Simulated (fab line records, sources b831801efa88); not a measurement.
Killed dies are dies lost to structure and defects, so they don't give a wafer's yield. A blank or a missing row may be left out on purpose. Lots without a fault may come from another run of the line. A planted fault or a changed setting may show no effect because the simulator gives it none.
fab line records | flow sky130
record lots=5 wafers=15 last_day=50
route steps=708 shown LOCAL_INTERCONNECT@396 CONTACT@406 METAL1@434 PAD_OPEN@708
lots that met no fault: from a run of the same line without faults
start_h: hours from the record's first day to the start of the lot's first wafer shown | wait_h: hours since the lot's step before | " the same as in the row above | L1.1+2: a row that stands for several wafers | - no value, or no start given | * or withheld: withheld | < > ~ a bound
route shown NAME@n: a module of which the file shows steps, and the number in the route of the first | usual: mean/standard deviation of fault-free wafers | same: alike in all rows | chamber/n: place in a boat | sites: the reading at each site | _std_site: their standard deviation | _edge_site: outer sites' mean less inner sites' | radius_mm: how far each site lies from the wafer's centre | mask NAME#n: copy n | behind: the tool/chamber that last shaped the wafer | hold: why the lot was held/for how many hours/how that ended | device: the transistor (n, p or np) that didn't switch | end of line: the same wafers' tests at the end of the route | a step without rows: its recipe alone | killed: dies lost to structure and defects at the first sort, not the wafer's yield | map: a wafer's dies, x killed, . not, _ none there
set.NAME: the setting as run; set.NAME@STEP: as run at that earlier step | model.NAME: the simulator's own value behind a step, which no gauge read
lots at some steps of the route; a table a step, a row a wafer
services: from which hour (start_h, from the record's first day; less than 0 if before it) a tool's chamber was out of use, for how many hours, and why
## steps
# step SKY_LOCAL_INTERCONNECT_PEB_09
# recipe peb_temp_c=withheld peb_time_s=withheld resist=KrF-thick
# step SKY_LOCAL_INTERCONNECT_DEVELOP_10
# recipe develop_time_s=60 resist=KrF-thick dev_temp_c=21
# step SKY_LOCAL_INTERCONNECT_CD_MEAS_11
# recipe target_cd_nm=170
# usual cd_nm=170.5/1.7
# columns lot.wafer tool chamber start_h wait_h cd_nm
L774.3 cd_sem-02 - 739.16 - 173.5
L774.4 " - " " 172.8
L774.5 " - " " 172.8
L777.2 cd_sem-02 - 742.99 - 168.2
L777.4 " - " " 169.3
L777.6 " - " " 170.4
L778.1 cd_sem-02 - 751.30 - 171.7
L778.5 " - " " 171.8
L778.6 " - " " 172.5
L792.1 cd_sem-02 - 861.65 - 171.0
L792.2 " - " " 170.6
L792.5 " - " " 170.7
L795.1 cd_sem-02 - 904.69 - 171.2
L795.3 " - " " 170.1
L795.5 " - " " 169.5
# step SKY_LOCAL_INTERCONNECT_OVL_MEAS_12
# usual LOCAL_INTERCONNECT_OVL=-1/4.9
# columns lot.wafer tool chamber start_h wait_h LOCAL_INTERCONNECT_OVL[nm]
L774.3 overlay-01 - 739.25 0.1 -4
L774.4 " - " " -11
L774.5 " - " " 1
L777.2 overlay-01 - 743.10 0.1 -2
L777.4 " - " " 3
L777.6 " - " " 3
L778.1 overlay-01 - 751.42 0.1 1
L778.5 " - " " 0
L778.6 " - " " 3
L792.1 overlay-02 - 861.77 0.1 -6
L792.2 " - " " 4
L792.5 " - " " -4
L795.1 overlay-02 - 904.81 0.1 -7
L795.3 " - " " -1
L795.5 " - " " -5
# step SKY_LOCAL_INTERCONNECT_ETCH_13
# recipe chemistry=N2/H2 target=BARC ion_energy_ev=200 bias_w=100 pressure_mtorr=30 n2_flow_sccm=100 h2_flow_sccm=200 icp_w=500 stop_on=SiO2 time_s=45.9 target_depth_a=600
# usual drypump_motor_current_A=5.7/0.47 oes_product_au=0.855/0.0047 throttle_valve_pct=13.226/0.0089
# columns lot.wafer tool chamber start_h wait_h drypump_motor_current_A oes_product_au rf_hours_counter_h throttle_valve_pct
L774.3 rie_metal-02 0 739.30 0.0 6.4 0.858 - 13.210
L774.4 " 1 " " 5.8 0.856 - 13.218
L774.5 " 0 " " 6.4 0.856 - 13.235
L777.2 rie_metal-03 0 743.15 0.0 5.6 0.864 - 13.238
L777.4 " 0 " " 5.6 0.854 - 13.232
L777.6 " 0 " " 5.6 0.859 - 13.228
L778.1 rie_metal-03 1 751.46 0.0 5.0 0.855 0 13.211
L778.5 " 1 " " 5.0 0.851 - 13.220
L778.6 " 0 " " 5.6 0.852 - 13.236
L792.1 rie_metal-04 1 861.81 0.0 5.4 0.856 7 13.222
L792.2 " 0 " " 6.1 0.865 16 13.234
L792.5 " 1 " " 5.4 0.856 - 13.237
L795.1 rie_metal-03 0 904.84 0.0 5.5 0.848 1 13.216
L795.3 " 0 " " 5.5 0.860 - 13.224
L795.5 " 1 " " 5.0 0.856 - 13.225
# step SKY_LOCAL_INTERCONNECT_METAL_ETCH_14
# recipe target_depth_nm=110 stop_on=PSG chemistry=Cl2/BCl3 target=TiN resist_sidewall_deg=88 pressure_mtorr=10 icp_w=900 bias_w=48.5 Cl2_flow_sccm=60 bcl3_flow_sccm=30 time_s=31.4
# step SKY_LOCAL_INTERCONNECT_STRIP_15
# recipe chemistry=O2/N2 power_w=1400 pressure_mtorr=1500 platen_temp_c=withheld o2_flow_sccm=3000 n2_flow_sccm=300 overash_fraction=0.5
# usual drypump_motor_current_A=5.6/0.48 oes_product_au=0.427/0.0049 strip_time_to_endpoint_s=4.725/0.018
# columns lot.wafer tool chamber start_h wait_h drypump_motor_current_A oes_product_au rf_hours_counter_h strip_time_to_endpoint_s
L774.3 plasma_asher-04 1 739.42 0.1 4.9 0.429 - 4.722
L774.4 " 0 " " 5.9 0.428 - 4.703
L774.5 " 1 " " 4.9 0.424 - 4.703
L777.2 plasma_asher-04 0 743.35 0.1 5.9 0.437 31 4.736
L777.4 " 0 " " 5.9 0.430 - 4.729
L777.6 " 1 " " 4.9 0.419 - 4.742
L778.1 plasma_asher-04 0 751.57 0.0 5.8 0.429 32 4.722
L778.5 " 1 " " 4.9 0.436 - 4.756
L778.6 " 0 " " 5.8 0.424 - 4.735
L792.1 plasma_asher-01 0 861.92 0.0 6.2 0.431 101 4.735
L792.2 " 1 " " 5.5 0.423 101 4.719
L792.5 " 1 " " 5.5 0.428 - 4.744
L795.1 plasma_asher-01 1 904.96 0.0 5.6 0.420 106 4.703
L795.3 " 1 " " 5.6 0.421 - 4.717
L795.5 " 0 " " 6.2 0.423 - 4.742
# step SKY_LOCAL_INTERCONNECT_STRIP_16
# recipe chemistry=post_etch_residue_remover time_s=1200 temp_c=72.5
# step SKY_LOCAL_INTERCONNECT_CLEAN_17
# recipe chemistry=IPA time_s=180 temp_c=25
# step SKY_LOCAL_INTERCONNECT_CLEAN_18
# recipe chemistry=O3/DIW dry=n2_spin
# step SKY_CONTACT_CVD_00
# recipe material=Si3N4 target_thk_nm=75 temp_c=400 time_s=withheld rf_w=450
# step SKY_CONTACT_THK_MEAS_01
# recipe reads=Si3N4_of_CONTACT_CVD_00
# usual CONTACT_CVD_00_THK=75.0/0.82
# columns lot.wafer tool chamber start_h wait_h CONTACT_CVD_00_THK[nm]
L774.3 film_metro-01 - 740.04 - 74.5
L774.4 " - " " 75.7
L774.5 " - " " 75.6
L777.2 film_metro-01 - 744.42 - 73.9
L777.4 " - " " 75.2
L777.6 " - " " 74.9
L778.1 film_metro-01 - 752.24 - 74.9
L778.5 " - " " 76.0
L778.6 " - " " 76.2
L792.1 film_metro-01 - 862.55 - 74.3
L792.2 " - " " 74.5
L792.5 " - " " 76.0
L795.1 film_metro-02 - 905.58 - 74.5
L795.3 " - " " 74.1
L795.5 " - " " 75.8
# step SKY_CONTACT_HDPCVD_02
# recipe material=SiO2 target_thk_nm=565 sigma_open_frac=0.3 time_s=94.2 temp_c=600 sih4_flow_sccm=60 pressure_mtorr=6
# usual pressure_mtorr=5.999/0.011
# columns lot.wafer tool chamber start_h wait_h pressure_mtorr
L774.3 hdpcvd-01 1 740.08 0.0 6.000
L774.4 " 2 " " 5.998
L774.5 " 0 " " 5.995
L777.2 hdpcvd-02 1 744.47 0.0 5.988
L777.4 " 2 " " 5.995
L777.6 " 0 " " 5.991
L778.1 hdpcvd-02 2 752.30 0.1 6.006
L778.5 " 0 " " 5.997
L778.6 " 2 " " 6.002
L792.1 hdpcvd-02 0 862.61 0.1 5.988
L792.2 " 2 " " 5.994
L792.5 " 2 " " 6.001
L795.1 hdpcvd-01 2 905.64 0.1 5.978
L795.3 " 0 " " 6.006
L795.5 " 0 " " 6.004
# step SKY_CONTACT_THK_MEAS_03
# recipe reads=SiO2_of_CONTACT_HDPCVD_02
# usual CONTACT_HDPCVD_THK=565/6.2
# columns lot.wafer tool chamber start_h wait_h CONTACT_HDPCVD_THK[nm]
L774.3 film_metro-02 - 740.16 0.1 562
L774.4 " - " " 560
L774.5 " - " " 567
L777.2 film_metro-03 - 744.55 0.0 559
L777.4 " - " " 560
L777.6 " - " " 561
L778.1 film_metro-01 - 752.37 0.0 559
L778.5 " - " " 556
L778.6 " - " " 566
L792.1 film_metro-03 - 862.68 0.0 565
L792.2 " - " " 555
L792.5 " - " " 557
L795.1 film_metro-03 - 905.71 0.0 566
L795.3 " - " " 568
L795.5 " - " " 562
# step SKY_CONTACT_CMP_04
# recipe material=SiO2 down_force_psi=4 platen_rpm=60 pad_velocity_m_s=0.94248
# step SKY_CONTACT_BOW_MEAS_05
# recipe mode=bow
# usual CONTACT_BOW=80/7.3
# columns lot.wafer tool chamber start_h wait_h CONTACT_BOW[um]
L774.3 film_metro-03 - 740.56 0.1 84
L774.4 " - " " 80
L774.5 " - " " 105
L777.2 film_metro-02 - 744.92 0.2 70
L777.4 " - " " 78
L777.6 " - " " 87
L778.1 film_metro-01 - 752.73 0.2 91
L778.5 " - " " 72
L778.6 " - " " 74
L792.1 film_metro-03 - 863.04 0.2 70
L792.2 " - " " 77
L792.5 " - " " 87
L795.1 film_metro-03 - 906.07 0.2 83
L795.3 " - " " 77
L795.5 " - " " 70
# step SKY_CONTACT_DEHYDRATE_06
# recipe temp_c=200 time_s=60
# step SKY_CONTACT_HMDS_07
# recipe prime_time_s=57.17 prime_temp_c=120
# step SKY_CONTACT_COAT_08
# recipe resist=BARC temp_c=withheld time_s=withheld spin_rpm=3000 resist_thk_nm=60
# step SKY_CONTACT_COAT_09
# recipe resist=KrF-thick spin_rpm=3000 resist_thk_nm=450
# step SKY_CONTACT_SOFTBAKE_10
# recipe temp_c=100 time_s=90 resist=KrF-thick
# step SKY_CONTACT_EXPOSE_11
# recipe mask_id=CTM1 na=0.8 source_shape=annular sigma_inner=0.55 sigma_outer=0.85 target_cd_nm=170 dose_mj=38
# step SKY_CONTACT_PEB_12
# recipe peb_temp_c=withheld peb_time_s=withheld resist=KrF-thick
# step SKY_CONTACT_DEVELOP_13
# recipe develop_time_s=60 resist=KrF-thick dev_temp_c=21
# step SKY_CONTACT_CD_MEAS_14
# recipe target_cd_nm=170
# usual cd_nm=170.1/1.5
# columns lot.wafer tool chamber start_h wait_h cd_nm
L774.3 cd_sem-02 - 768.46 - 169.7
L774.4 " - " " 170.6
L774.5 " - " " 170.7
L777.2 cd_sem-02 - 772.09 - 171.7
L777.4 " - " " 172.3
L777.6 " - " " 172.3
L778.1 cd_sem-01 - 779.47 - 170.7
L778.5 " - " " 168.9
L778.6 " - " " 168.8
L792.1 cd_sem-02 - 889.29 - 169.7
L792.2 " - " " 168.9
L792.5 " - " " 169.5
L795.1 cd_sem-01 - 931.24 - 172.5
L795.3 " - " " 171.0
L795.5 " - " " 172.2
# step SKY_CONTACT_OVL_MEAS_15
# usual CONTACT_OVL=0/5.7
# columns lot.wafer tool chamber start_h wait_h CONTACT_OVL[nm]
L774.3 overlay-02 - 768.55 0.1 12
L774.4 " - " " 11
L774.5 " - " " 4
L777.2 overlay-02 - 772.20 0.1 -9
L777.4 " - " " -6
L777.6 " - " " -11
L778.1 overlay-01 - 779.59 0.1 -4
L778.5 " - " " -8
L778.6 " - " " -12
L792.1 overlay-02 - 889.41 0.1 8
L792.2 " - " " 9
L792.5 " - " " 11
L795.1 overlay-02 - 931.36 0.1 3
L795.3 " - " " 0
L795.5 " - " " -2
# step SKY_CONTACT_ETCH_16
# recipe chemistry=N2/H2 target=BARC ion_energy_ev=200 source_w=500 bias_w=100 pressure_mtorr=30 n2_flow_sccm=100 h2_flow_sccm=200 stop_on=SiO2 time_s=45.9 target_depth_a=600
# step SKY_CONTACT_ETCH_17
# recipe target=SiO2 chemistry=C4F8/O2/Ar stop_on=Si3N4 mask_material=KrF-thick source_w=1500 bias_w=1200 pressure_mtorr=40 c4f8_flow_sccm=withheld O2_flow_sccm=6 Ar_flow_sccm=300 time_s=withheld target_depth_a=3400
# step SKY_CONTACT_ETCH_18
# recipe target=Si3N4 chemistry=CHF3/O2 stop_on=TiN source_w=600 bias_w=200 pressure_mtorr=40 chf3_flow_sccm=50 O2_flow_sccm=5 time_s=39 target_depth_a=750
# usual drypump_motor_current_A=5.7/0.31 oes_product_au=0.855/0.0075 throttle_valve_pct=8.792/0.0085
# columns lot.wafer tool chamber start_h wait_h drypump_motor_current_A oes_product_au rf_hours_counter_h throttle_valve_pct
L774.3 rie_diel-01 3 - - 6.2 0.854 16 8.790
L774.4 " 0 " " 5.9 0.873 1 8.786
L774.5 " 0 " " 5.9 0.862 - 8.789
L777.2 rie_diel-01 0 - - 5.9 0.842 1 8.788
L777.4 " 3 " " 6.2 0.856 16 8.794
L777.6 " 3 " " 6.2 0.861 - 8.795
L778.1 rie_diel-01 0 - - 6.0 0.851 2 8.786
L778.5 " 2 " " 5.6 0.861 - 8.779
L778.6 " 3 " " 6.2 0.863 - 8.796
L792.1 rie_diel-03 0 - - 6.1 0.852 9 8.787
L792.2 " 2 " " 5.5 0.857 18 8.796
L792.5 " 1 " " 5.1 0.870 - 8.784
L795.1 rie_diel-03 2 - - 5.5 0.842 20 8.777
L795.3 " 0 " " 6.0 0.844 11 8.783
L795.5 " 3 " " 5.7 0.855 - 8.788
# step SKY_CONTACT_STRIP_19
# recipe chemistry=O2/N2 power_w=1400 pressure_mtorr=1500 platen_temp_c=withheld o2_flow_sccm=3000 n2_flow_sccm=300 overash_fraction=0.5
# usual drypump_motor_current_A=5.8/0.46 oes_product_au=0.381/0.005 strip_time_to_endpoint_s=3.627/0.027
# columns lot.wafer tool chamber start_h wait_h drypump_motor_current_A oes_product_au rf_hours_counter_h strip_time_to_endpoint_s
L774.3 plasma_asher-04 1 768.74 - 4.9 0.388 - 3.632
L774.4 " 0 " " 5.8 0.377 - 3.634
L774.5 " 1 " " 4.9 0.377 - 3.641
L777.2 plasma_asher-04 0 772.36 - 5.8 0.383 34 3.642
L777.4 " 0 " " 5.8 0.379 - 3.643
L777.6 " 0 " " 5.8 0.383 - 3.641
L778.1 plasma_asher-03 1 779.76 - 6.3 0.387 4 3.676
L778.5 " 0 " " 5.6 0.390 - 3.659
L778.6 " 1 " " 6.3 0.385 - 3.657
L792.1 plasma_asher-03 0 889.58 - 5.6 0.386 15 3.622
L792.2 " 1 " " 6.3 0.378 15 3.606
L792.5 " 1 " " 6.4 0.380 - 3.618
L795.1 plasma_asher-02 0 931.53 - 5.8 0.369 83 3.598
L795.3 " 1 " " 6.1 0.375 - 3.621
L795.5 " 0 " " 5.8 0.371 - 3.578
# step SKY_CONTACT_STRIP_20
# recipe chemistry=post_etch_residue_remover time_s=1200 temp_c=72.5
# step SKY_CONTACT_CLEAN_21
# recipe chemistry=IPA time_s=180 temp_c=25
# step SKY_CONTACT_CLEAN_22
# recipe chemistry=O3/DIW dry=n2_spin
# step SKY_CONTACT_SPUTTER_23
# recipe material=TiN target_thk_nm=20 chamber_pressure_pa=5 power_w=4000 time_s=80
# step SKY_CONTACT_CVD_24
# recipe material=W target_thk_nm=340 time_s=102.12 temp_c=400 pressure_torr=40
# step SKY_CONTACT_RS_MEAS_25
# recipe thk_meas_gauge=four-point-probe reads=W_of_CONTACT_CVD_24+TiN_of_CONTACT_SPUTTER_23
# usual CONTACT_W_RS=0.340/0.0034
# columns lot.wafer tool chamber start_h wait_h CONTACT_W_RS[ohm/sq]
L774.3 film_metro-03 - 769.55 0.1 0.336
L774.4 " - " " 0.336
L774.5 " - " " 0.336
L777.2 film_metro-02 - 773.18 0.1 0.339
L777.4 " - " " 0.338
L777.6 " - " " 0.341
L778.1 film_metro-03 - 780.53 0.1 0.348
L778.5 " - " " 0.349
L778.6 " - " " 0.347
L792.1 film_metro-02 - 890.34 0.1 0.335
L792.2 " - " " 0.342
L792.5 " - " " 0.335
L795.1 film_metro-03 - 932.30 0.1 0.334
L795.3 " - " " 0.334
L795.5 " - " " 0.335
# step SKY_CONTACT_THK_MEAS_26
# recipe thk_meas_gauge=xrf reads=W_of_CONTACT_CVD_24
# usual CONTACT_W_THK=348/5.1
# columns lot.wafer tool chamber start_h wait_h CONTACT_W_THK[nm]
L774.3 film_metro-03 - 769.65 0.1 357
L774.4 " - " " 355
L774.5 " - " " 354
L777.2 film_metro-02 - 773.29 0.1 347
L777.4 " - " " 347
L777.6 " - " " 342
L778.1 film_metro-03 - 780.65 0.1 344
L778.5 " - " " 343
L778.6 " - " " 345
L792.1 film_metro-02 - 890.46 0.1 351
L792.2 " - " " 344
L792.5 " - " " 351
L795.1 film_metro-03 - 932.42 0.1 356
L795.3 " - " " 354
L795.5 " - " " 355
# step SKY_CONTACT_CMP_27
# recipe stop_on=SiO2 t_overpolish_s=15 down_force_psi=3.5 platen_rpm=60 target_thk_nm=0 pad_velocity_m_s=0.94248
# usual motor_current_A=11.5/1 overpolish_run_s=14.999/0.0091 time_to_endpoint_s=81/3
# columns lot.wafer tool chamber start_h wait_h motor_current_A overpolish_run_s time_to_endpoint_s
L774.4 cmp-01 3 769.97 0.3 9.8 14.994 79
L774.3 " 2 " " 11.6 15.004 82
L774.5 " 0 " " 11.0 14.996 80
L777.2 cmp-01 3 773.44 0.1 10.8 14.998 78
L777.4 " 0 " " 10.4 15.015 81
L777.6 " 1 " " 13.3 14.992 84
L778.1 cmp-02 1 780.90 0.2 9.8 14.996 82
L778.6 " 2 " " 11.7 14.989 82
L778.5 " 3 " " 11.6 15.009 78
L792.2 cmp-01 1 890.52 0.0 12.3 14.981 80
L792.1 " 2 " " 12.1 14.988 81
L792.5 " 2 " " 12.4 15.005 80
L795.3 cmp-01 0 932.67 0.2 10.6 15.005 79
L795.1 " 1 " " 12.4 15.005 85
L795.5 " 3 " " 10.2 14.993 79
# step SKY_METAL1_SPUTTER_00
# recipe material=Ti target_thk_nm=15 power_w=3000 time_s=10 chamber_pressure_pa=0.4
# step SKY_METAL1_SPUTTER_01
# recipe material=TiN target_thk_nm=20 power_w=6500 time_s=16.92 chamber_pressure_pa=0.4
# step SKY_METAL1_SPUTTER_02
# recipe material=AlCu target_thk_nm=250 power_w=10600 time_s=13.3 chamber_pressure_pa=0.4
# step SKY_METAL1_SPUTTER_03
# recipe material=Ti target_thk_nm=5 power_w=3000 time_s=3.3 chamber_pressure_pa=0.4
# step SKY_PAD_OPEN_PROBE_99
# usual killed_at_M0_to_M3=45/7.9 killed_at_M4_up=2.9/1.8 killed_at_contacts=25/5.5 killed_at_front_end=16/4.4 killed_at_other=0.3/0.58 killed_dies=89/9.4 killed_on_rim=18/3.9 killed_open=49/6.8 killed_short=40/6.3
# same gross_dies=492 killed_at_back_side=0
# columns lot.wafer tool chamber start_h wait_h hold killed_at_M0_to_M3 killed_at_M4_up killed_at_contacts killed_at_front_end killed_at_other killed_dies killed_on_rim killed_open killed_short
L774.3 prober-01 - 1097.69 0.2 - 49 3 22 21 0 95 18 51 42
L774.4 prober-01 - 1097.74 0.2 - 46 2 20 13 0 81 14 47 34
L774.5 prober-01 - 1097.79 0.2 - 42 5 25 15 1 88 12 48 40
L777.2 prober-02 - 1102.92 0.1 - 49 5 27 11 0 92 23 54 38
L777.4 prober-02 - 1103.02 0.2 - 39 6 26 8 0 79 17 43 36
L777.6 prober-02 - 1103.12 0.2 - 37 1 15 25 0 78 20 41 37
L778.1 prober-01 - 1111.23 0.1 - 51 5 27 13 0 96 21 57 39
L778.5 prober-01 - 1111.43 0.2 - 39 2 21 9 0 71 21 40 31
L778.6 prober-01 - 1111.48 0.2 - 36 3 25 10 0 74 16 37 37
L792.1 prober-01 - 1186.24 0.1 await_dispo/2.0h/release 43 0 22 22 0 87 14 48 38
L792.2 prober-01 - 1186.29 0.1 await_dispo/2.0h/release 51 5 68 12 0 136 16 53 32
L792.5 prober-01 - 1186.44 0.2 await_dispo/2.0h/release 54 2 60 19 1 136 21 49 44
L795.1 prober-01 - 1209.52 0.1 - 39 3 30 18 0 90 16 47 43
L795.3 prober-01 - 1209.62 0.2 - 46 4 29 12 0 91 17 47 44
L795.5 prober-01 - 1209.72 0.2 - 53 3 22 12 0 90 12 45 45
# killed by level:class
L774.3 VIA2:geometric_particle:open=12 VIA1:geometric_particle:open=9 CONTACT:geometric_particle:open=9 POLY_GATE:geometric_particle:open=6 LI_CONTACT:geometric_particle:open=6 METAL2:geometric_particle:short=6 VIA1:geometric_particle:short=5 POLY_GATE:geometric_particle:short=5
L774.4 VIA1:geometric_particle:open=9 CONTACT:geometric_particle:open=8 LI_CONTACT:geometric_particle:open=7 VIA2:geometric_particle:open=6 VIA2:geometric_particle:short=5 METAL1:geometric_particle:short=5 VIA1:geometric_particle:short=5 VIA3:geometric_particle:open=5
L774.5 VIA1:geometric_particle:open=14 CONTACT:geometric_particle:open=9 LI_CONTACT:geometric_particle:open=5 CONTACT:geometric_particle:short=5 VIA2:geometric_particle:open=5 FIELD_ISO:geometric_particle:short=4 LI_CONTACT:geometric_particle:short=4 METAL1:geometric_particle:short=4
L777.2 CONTACT:geometric_particle:open=13 VIA2:geometric_particle:open=13 VIA1:geometric_particle:open=6 LOCAL_INTERCONNECT:geometric_particle:short=5 VIA2:geometric_particle:short=5 VIA3:geometric_particle:open=5 POLY_GATE:geometric_particle:open=4 METAL3:geometric_particle:short=4
L777.4 VIA2:geometric_particle:open=9 VIA1:geometric_particle:open=8 CONTACT:geometric_particle:open=8 CONTACT:geometric_particle:short=7 METAL1:geometric_particle:short=5 VIA3:geometric_particle:open=5 METAL4:geometric_particle:short=5 LOCAL_INTERCONNECT:geometric_particle:short=4
L777.6 METAL2:geometric_particle:short=10 CONTACT:geometric_particle:open=8 FIELD_ISO:geometric_particle:open=7 VIA1:geometric_particle:open=7 POLY_GATE:geometric_particle:short=4 POLY_GATE:geometric_particle:open=4 SPACER:geometric_particle:short=4 VIA3:geometric_particle:short=4
L778.1 VIA1:geometric_particle:open=12 CONTACT:geometric_particle:open=10 VIA3:geometric_particle:open=8 POLY_GATE:geometric_particle:short=7 LI_CONTACT:geometric_particle:open=7 VIA2:geometric_particle:open=7 CONTACT:geometric_particle:short=6 METAL1:geometric_particle:short=5
L778.5 VIA1:geometric_particle:open=10 CONTACT:geometric_particle:open=8 METAL2:geometric_particle:short=7 LI_CONTACT:geometric_particle:open=6 VIA3:geometric_particle:open=5 CONTACT:geometric_particle:short=4 METAL1:geometric_particle:short=4 LI_CONTACT:geometric_particle:short=3
L778.6 CONTACT:geometric_particle:open=9 METAL1:geometric_particle:short=7 VIA1:geometric_particle:open=7 LI_CONTACT:geometric_particle:open=6 CONTACT:geometric_particle:short=6 METAL2:geometric_particle:short=5 POLY_GATE:geometric_particle:open=4 VIA2:geometric_particle:open=4
L792.1 VIA2:geometric_particle:open=10 VIA1:geometric_particle:open=9 CONTACT:geometric_particle:open=9 FIELD_ISO:geometric_particle:open=7 POLY_GATE:geometric_particle:short=7 METAL1:geometric_particle:short=6 LOCAL_INTERCONNECT:geometric_particle:short=5 VIA2:geometric_particle:short=5
L792.2 CONTACT:unspecified=51 VIA1:geometric_particle:open=14 VIA2:geometric_particle:open=10 VIA3:geometric_particle:open=7 LI_CONTACT:geometric_particle:open=6 CONTACT:geometric_particle:open=6 METAL2:geometric_particle:short=5 FIELD_ISO:geometric_particle:short=4
L792.5 CONTACT:unspecified=43 VIA2:geometric_particle:open=12 VIA1:geometric_particle:open=9 FIELD_ISO:geometric_particle:open=6 METAL2:geometric_particle:short=5 POLY_GATE:geometric_particle:short=5 CONTACT:geometric_particle:open=5 METAL1:geometric_particle:short=5
L795.1 VIA1:geometric_particle:open=15 CONTACT:geometric_particle:open=8 POLY_GATE:geometric_particle:short=7 LI_CONTACT:geometric_particle:open=6 CONTACT:geometric_particle:short=6 LOCAL_INTERCONNECT:geometric_particle:short=5 METAL1:geometric_particle:short=5 LI_CONTACT:geometric_particle:short=4
L795.3 CONTACT:geometric_particle:open=9 VIA3:geometric_particle:open=8 LI_CONTACT:geometric_particle:open=7 METAL2:geometric_particle:short=7 FIELD_ISO:geometric_particle:short=6 VIA1:geometric_particle:open=5 LOCAL_INTERCONNECT:geometric_particle:open=4 LOCAL_INTERCONNECT:geometric_particle:short=4
L795.5 VIA1:geometric_particle:open=10 VIA2:geometric_particle:short=7 VIA2:geometric_particle:open=7 LOCAL_INTERCONNECT:geometric_particle:short=6 METAL3:geometric_particle:short=6 LI_CONTACT:geometric_particle:open=5 CONTACT:geometric_particle:open=5 VIA1:geometric_particle:short=5
# map L792.2 (x killed, . not)
__________...x...x.._________
________...x.x..xx...._______
______..x...x....xx....._____
_____...........x.x......____
____.......xx......xx...x.___
___..x...........xx.....x..__
__.......x...x.x..x....x...._
_....xx.xxx.....x...x.......x
_...xx......xxxx....x.xx.....
_.x....x.........x..xxxxxx...
_...............xxxxxxxxxxxx.
_......x...x.x...x.xxxxxxx...
_...xx.........xxxxxxxxxxxx..
_...........x.....xxxxxxx....
_...................xxxxx.x.x
__x.xx......x.....x.xx......_
___.x...x......x......x...x__
____.x..x..xx..x...x....x.___
_____...x....xx....x.....____
______..x.x.......x....._____
________x....x...x.x.._______
__________.....xx..._________
# map L778.1 (x killed, . not)
__________..x.xxx..._________
________...x.........._______
______....x..x.....x...._____
_____xx.x................____
____...x...x...x..xx.x.x..___
___.......x......xx........__
__.......x....x.x.......xx.._
_.......x...xx.....x.........
_...x.x.x..x.x.x.xx..x..x....
_..xx....x.......x......x....
_..x.x..x...x..x.............
_..x.x..x..........x........x
_........x.....x.............
_....x....x..................
_.....x.x...x.xx...x......xxx
__.............x....x......._
___x.x.x.....x.........x...__
____...x.x...x....x....xx.___
_____x.................x.____
______......x...xx.....x_____
________xx.....xx....x_______
__________..x...xxx._________
## services
# columns tool chamber start_h hours kind
rie_metal-03 0 720.32 6.6 repair
plasma_asher-04 - 722.49 2.2 repair
plasma_asher-03 - 733.75 9.0 pm
cmp-01 - 737.94 1.7 repair
plasma_asher-01 - 745.96 0.4 repair
hdpcvd-01 - 775.31 0.3 repair
rie_metal-03 - 782.54 0.4 repair
plasma_asher-01 - 782.74 0.6 repair
rie_diel-03 2 794.78 4.6 repair
cmp-01 - 796.01 6.2 pm
hdpcvd-02 1 800.60 2.2 repair
plasma_asher-01 - 805.75 1.0 repair
cmp-01 - 809.56 2.5 repair
hdpcvd-01 1 810.79 4.9 repair
cmp-01 - 812.01 4.8 pm
cmp-01 - 836.27 0.3 repair
rie_diel-01 0 841.66 4.7 repair
cmp-01 - 848.59 3.6 repair
hdpcvd-02 2 848.98 9.7 repair
plasma_asher-04 - 849.69 14.6 pm
rie_metal-03 0 857.13 14.4 repair
cmp-01 - 896.91 1.7 repair
cmp-01 - 913.27 2.5 repair
cmp-01 - 919.28 4.0 pm
## key
first_sign step=SKY_PAD_OPEN_PROBE_99 reading=killed_at_contacts direction=up sigmas=7.2 usual=25 struck=64
effect step=SKY_PAD_OPEN_PROBE_99 reading=killed_dies direction=up sigmas=5 usual=89 struck=136
met_at SKY_CONTACT_HDPCVD_02
struck_wafers L792.2,L792.5
tester_left_out L792
onset_between 752.30 862.61
fault kind=chamber_particle_source tool=hdpcvd-02 chamber=2 onset_h=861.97 steps=SKY_CONTACT_HDPCVD_02 rate_per_visit_cm2=0.69616 end_h=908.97
# tester_left_out: of these lots the tester's yield and bins aren't shown, on N5 and GAA mostly nor the transistor test; their killed dies are dies lost to structure and defects alone, not to doping, threshold or leakage, so they don't give the yield
